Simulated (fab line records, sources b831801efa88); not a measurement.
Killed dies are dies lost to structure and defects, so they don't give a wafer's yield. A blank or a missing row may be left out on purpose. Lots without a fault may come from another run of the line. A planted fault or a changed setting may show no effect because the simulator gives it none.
Which tool did it? | flow gf180mcu | 7 lots, 21 wafers sampled, at 2 steps of a route of 602

WHAT THE GAUGES READ, wafer by wafer
GF_SALICIDE_RS_MEAS_04: measures by four-point-probe.
lot  | measured     | on            | SALICIDE_TIN_RS (ohm/sq)
L773 | day 15 07:46 | film_metro-01 | 16.32 16.68 16.24
L777 | day 17 02:28 | film_metro-01 | 16.35 16.52 16.34
L784 | day 19 14:11 | film_metro-01 | 61.23 60.08 60.03
L786 | day 20 02:56 | film_metro-03 | 62.24 63.30 61.37
L789 | day 21 06:17 | film_metro-02 | 16.48 16.15 16.71
L792 | day 22 04:58 | film_metro-01 | 16.32 16.92 16.49
L794 | day 22 18:58 | film_metro-02 | 16.86 16.88 16.97

WHICH TOOL RAN EACH LOT (tool, then ch and the chambers of the sampled wafers, then the start)
lot  | GF_SALICIDE_SPUTTER_02
L773 | pvd_sputter-01, day 15 07:39
L777 | pvd_sputter-01, day 17 02:24
L784 | pvd_sputter-01, day 19 14:08
L786 | pvd_sputter-03, day 20 02:51
L789 | pvd_sputter-01, day 21 06:13
L792 | pvd_sputter-01, day 22 04:54
L794 | pvd_sputter-01, day 22 18:54
- GF_SALICIDE_SPUTTER_02: material Co, target thk 10 nm, time 20 s.

THE ANSWER, worked out from the rows above alone
Rule: what is usual is taken from the lots themselves. Put in order of their means at a reading, lots are off if they are a third of the lots or fewer, leave a main group of 4 or more, and stand apart from it by a gap of 3 or more times the standard deviation of the main group's means; of several such gaps the widest counts. A main group whose means are all the same, to the digits that the tables above print for the reading, isn't used. A lot without any number at a reading at which 4 lots or more have one is off too. The other lots that the step has rows for count as sound.
Off: L784, L786, at GF_SALICIDE_RS_MEAS_04 (SALICIDE_TIN_RS). The main group: mean 16.55 ohm/sq, standard deviation 0.19.
A tool fits if, at a process step before that reading, it ran every lot that is off, and no sound lot after the first of them. The gauges at GF_SALICIDE_RS_MEAS_04 are tried like those tools. None of those tried fits.

WHAT THE SIMULATOR HAD PUT IN
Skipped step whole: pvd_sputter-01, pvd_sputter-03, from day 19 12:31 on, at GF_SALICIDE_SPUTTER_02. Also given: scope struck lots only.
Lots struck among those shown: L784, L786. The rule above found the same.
